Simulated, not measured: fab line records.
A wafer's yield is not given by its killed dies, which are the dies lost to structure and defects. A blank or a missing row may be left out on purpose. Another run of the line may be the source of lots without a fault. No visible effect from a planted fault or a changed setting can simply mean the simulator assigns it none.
Which tool was responsible? + flow gf180mcu + Sampling: 12 lots, 36 wafers, 5 of 602 route steps

## WHAT THE GAUGES SHOWED, per wafer
GF_POLY_GATE_OVL_MEAS_11.
| lot  | measured     | on         | POLY_GATE_OVL (nm) |
|------|--------------|------------|--------------------|
| L341 | day 9 04:52  | overlay-02 | -9 -6 -7           |
| L343 | day 9 21:09  | overlay-02 | 1 6 5              |
| L344 | day 10 06:22 | overlay-02 | 0 -1 0             |
| L348 | day 11 10:58 | overlay-01 | 2 6 9              |
| L351 | day 12 06:04 | overlay-01 | -3 -9 -4           |
| L353 | day 12 15:38 | overlay-01 | -6 2 -5            |
| L356 | day 13 18:01 | overlay-02 | 13 6 2             |
| L358 | day 14 04:50 | overlay-02 | 5 1 9              |
| L360 | day 14 19:46 | overlay-01 | 5 2 6              |
| L361 | day 15 01:45 | overlay-01 | -5 -3 -7           |
| L362 | day 15 08:49 | overlay-01 | 9 9 7              |
| L364 | day 15 23:07 | overlay-01 | -1 8 0             |

GF_HV_LDD_THK_MEAS_57.
| lot  | measured     | on            | HV_LDD_CVD_56_THK (nm) |
|------|--------------|---------------|------------------------|
| L341 | day 12 15:14 | film metro-04 | 89.5 89.2 90.1         |
| L343 | day 13 05:37 | film metro-04 | 88.8 88.7 88.1         |
| L344 | day 13 16:49 | film metro-01 | 88.6 88.4 88.4         |
| L348 | day 15 00:35 | film metro-01 | 90.1 89.7 89.4         |
| L351 | day 16 01:05 | film metro-01 | 91.2 90.7 91.0         |
| L353 | day 16 08:20 | film metro-04 | 92.4 90.9 91.2         |
| L356 | day 17 15:54 | film metro-01 | 89.5 88.9 88.7         |
| L358 | day 18 04:02 | film metro-01 | 89.8 89.6 89.2         |
| L360 | day 18 22:31 | film metro-01 | 88.5 88.6 87.9         |
| L361 | day 19 03:42 | film metro-04 | 89.0 89.9 89.7         |
| L362 | day 19 12:19 | film metro-04 | 90.0 90.1 89.7         |
| L364 | day 20 03:10 | film metro-04 | 90.2 89.8 91.6         |

## EACH LOT AND THE TOOL THAT RAN IT (in order: tool; ch and the chambers of the sampled wafers; start)
| lot  | GF_STI_ETCH_13                    | GF_DUAL_GATE_SOFTBAKE_07          | GF_DUAL_GATE_STRIP_13                |
|------|-----------------------------------|-----------------------------------|--------------------------------------|
| L341 | rie diel-03 ch 0,1,3, day 2 01:28 | litho track-04 ch 0, day 7 23:50  | plasma asher-02 ch 0,1, day 8 08:07  |
| L343 | rie diel-03 ch 0,1,2, day 2 12:21 | litho track-01 ch 0, day 8 14:55  | plasma asher-02 ch 0,1, day 8 22:49  |
| L344 | rie diel-03 ch 0,3, day 2 18:09   | litho track-01 ch 0, day 8 21:01  | plasma asher-03 ch 1, day 9 05:53    |
| L348 | rie diel-02 ch 1,2, day 3 13:13   | litho track-04 ch 0, day 10 03:43 | plasma asher-02 ch 0,1, day 10 12:21 |
| L351 | rie diel-04 ch 1,3, day 4 05:42   | litho track-01 ch 0, day 10 21:52 | plasma asher-01 ch 0,1, day 11 07:25 |
| L353 | rie diel-03 ch 1,2,3, day 4 15:34 | litho track-03 ch 0, day 11 07:01 | plasma asher-01 ch 0,1, day 11 16:23 |
| L356 | rie diel-04 ch 0,3, day 5 06:55   | litho track-04 ch 0, day 12 08:47 | plasma asher-01 ch 0,1, day 12 18:35 |
| L358 | rie diel-03 ch 0,1,3, day 5 16:42 | litho track-04 ch 0, day 12 18:53 | plasma asher-01 ch 0, day 13 04:48   |
| L360 | rie diel-04 ch 1,2, day 6 03:36   | litho track-01 ch 0, day 13 08:45 | plasma asher-01 ch 0,1, day 13 18:55 |
| L361 | rie diel-03 ch 0,3, day 6 10:09   | litho track-03 ch 0, day 13 15:42 | plasma asher-02 ch 0,1, day 14 01:53 |
| L362 | rie diel-04 ch 0,2, day 6 12:54   | litho track-01 ch 0, day 13 21:32 | plasma asher-01 ch 0,1, day 14 07:47 |
| L364 | rie diel-04 ch 0,1,2, day 6 23:33 | litho track-03 ch 0, day 14 11:37 | plasma asher-03 ch 0,1, day 14 22:20 |
- GF_STI_ETCH_13: etches the open film in CHF3/O2, stops on Si, target depth 282.31 nm, time 112.9 s.
- GF_DUAL_GATE_SOFTBAKE_07: time 60 s.
- GF_DUAL_GATE_STRIP_13: strips in O2/N2.

## WHAT THE TOOLS THEMSELVES READ (means of the sampled wafers that have a number; where no wafer has one, the mark that the record gives instead)
GF_STI_ETCH_13.
| lot  | tool        | drypump motor current A (A) | oes product au (a.u.) | throttle valve pct (%) |
|------|-------------|-----------------------------|-----------------------|------------------------|
| L341 | rie diel-03 | 6.1                         | 0.832                 | 8.812                  |
| L343 | rie diel-03 | 6.0                         | 0.828                 | 8.807                  |
| L344 | rie diel-03 | 6.4                         | 0.833                 | 8.815                  |
| L348 | rie diel-02 | 5.9                         | 0.828                 | 8.805                  |
| L351 | rie diel-04 | 5.8                         | 0.831                 | 8.805                  |
| L353 | rie diel-03 | 5.7                         | 0.824                 | 8.817                  |
| L356 | rie diel-04 | 5.6                         | 0.828                 | 8.807                  |
| L358 | rie diel-03 | 6.1                         | 0.827                 | 8.806                  |
| L360 | rie diel-04 | 5.8                         | 0.834                 | 8.807                  |
| L361 | rie diel-03 | 6.4                         | 0.839                 | 8.809                  |
| L362 | rie diel-04 | 5.7                         | 0.837                 | 8.813                  |
| L364 | rie diel-04 | 5.7                         | 0.829                 | 8.808                  |

GF_DUAL_GATE_SOFTBAKE_07.
| lot  | tool           | heater power total W (W) | plate temp C (C) |
|------|----------------|--------------------------|------------------|
| L341 | litho track-04 | 56.58                    | 89.87            |
| L343 | litho track-01 | 56.57                    | 90.09            |
| L344 | litho track-01 | 56.58                    | 90.01            |
| L348 | litho track-04 | 56.61                    | 90.06            |
| L351 | litho track-01 | 56.63                    | 90.06            |
| L353 | litho track-03 | 56.57                    | 90.02            |
| L356 | litho track-04 | 54.10                    | 87.01            |
| L358 | litho track-04 | 54.16                    | 87.10            |
| L360 | litho track-01 | 56.60                    | 90.21            |
| L361 | litho track-03 | 56.60                    | 90.05            |
| L362 | litho track-01 | 56.58                    | 90.13            |
| L364 | litho track-03 | 56.59                    | 89.91            |

GF_DUAL_GATE_STRIP_13.
| lot  | tool            | drypump motor current A (A) | heater power w (W) | oes product au (a.u.) | platen temp c (C) | strip time to endpoint s (s) |
|------|-----------------|-----------------------------|--------------------|-----------------------|-------------------|------------------------------|
| L341 | plasma asher-02 | 5.8                         | 351                | 0.717                 | 249.86            | 12.63                        |
| L343 | plasma asher-02 | 5.9                         | 348                | 0.718                 | 249.78            | 12.62                        |
| L344 | plasma asher-03 | 5.1                         | 330                | 0.717                 | 249.78            | 12.63                        |
| L348 | plasma asher-02 | 5.8                         | 337                | 0.719                 | 250.07            | 12.61                        |
| L351 | plasma asher-01 | 6.2                         | 352                | 0.715                 | 250.05            | 12.66                        |
| L353 | plasma asher-01 | 6.2                         | 352                | 0.716                 | 250.02            | 12.58                        |
| L356 | plasma asher-01 | 6.4                         | 383                | 0.714                 | 250.13            | 12.72                        |
| L358 | plasma asher-01 | 6.6                         | 418                | 0.717                 | 249.82            | 12.73                        |
| L360 | plasma asher-01 | 6.4                         | 383                | 0.715                 | 249.94            | 12.62                        |
| L361 | plasma asher-02 | 5.8                         | 350                | 0.718                 | 249.95            | 12.64                        |
| L362 | plasma asher-01 | 6.2                         | 352                | 0.708                 | 250.21            | 12.55                        |
| L364 | plasma asher-03 | 5.2                         | 336                | 0.716                 | 250.11            | 12.60                        |

## THE ANSWER, worked out from the rows above alone
Rule: usual is defined by the lots themselves. The widest of any qualifying gaps counts: lots, ordered by their means at a reading, are off when they make up no more than a third of the lots, leave a main group of 4 or more, and stand apart from it by 3 or more times the standard deviation of that group's means. The tables above print the reading to a certain number of digits; a main group whose means all agree to those digits is not used. Also off: a lot with no number at a reading for which 4 or more lots have one. Where the step has rows for the other lots, those lots are counted as sound. Order of review: gauges by route order, followed by the tools' own readings, for which a lot's mean as printed above is used. The first step at which some lot is off is used, and at that step the reading that is off furthest; a lot without a number counts as furthest.
Off: L356, L358, at GF_DUAL_GATE_SOFTBAKE_07 (heater power total W). The main group: mean 56.59 W, standard deviation 0.018.
A tool fits if, at that step or a process step before it, it ran every lot that is off, and no sound lot after the first of them. One fits: litho track-04 at GF_DUAL_GATE_SOFTBAKE_07. Its last sound lot is L348 (day 10 03:43), its first lot that is off L356 (day 12 08:47): a fault that began between those two fits.
The tool's own readings at GF_DUAL_GATE_SOFTBAKE_07 bear it out: on the lots that are off they differ by more than 5 times the standard deviation of the sound lots' means. heater power total W reads 54.13 W there against 56.59 W on the sound lots; plate temp C reads 87.06 C there against 90.04 C on the sound lots.

## WHAT HAD BEEN PUT IN BY THE SIMULATOR
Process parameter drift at GF_DUAL_GATE_SOFTBAKE_07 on litho track-04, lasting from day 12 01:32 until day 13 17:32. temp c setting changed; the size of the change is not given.
Lots struck among those shown: L356, L358. The rule above found the same.
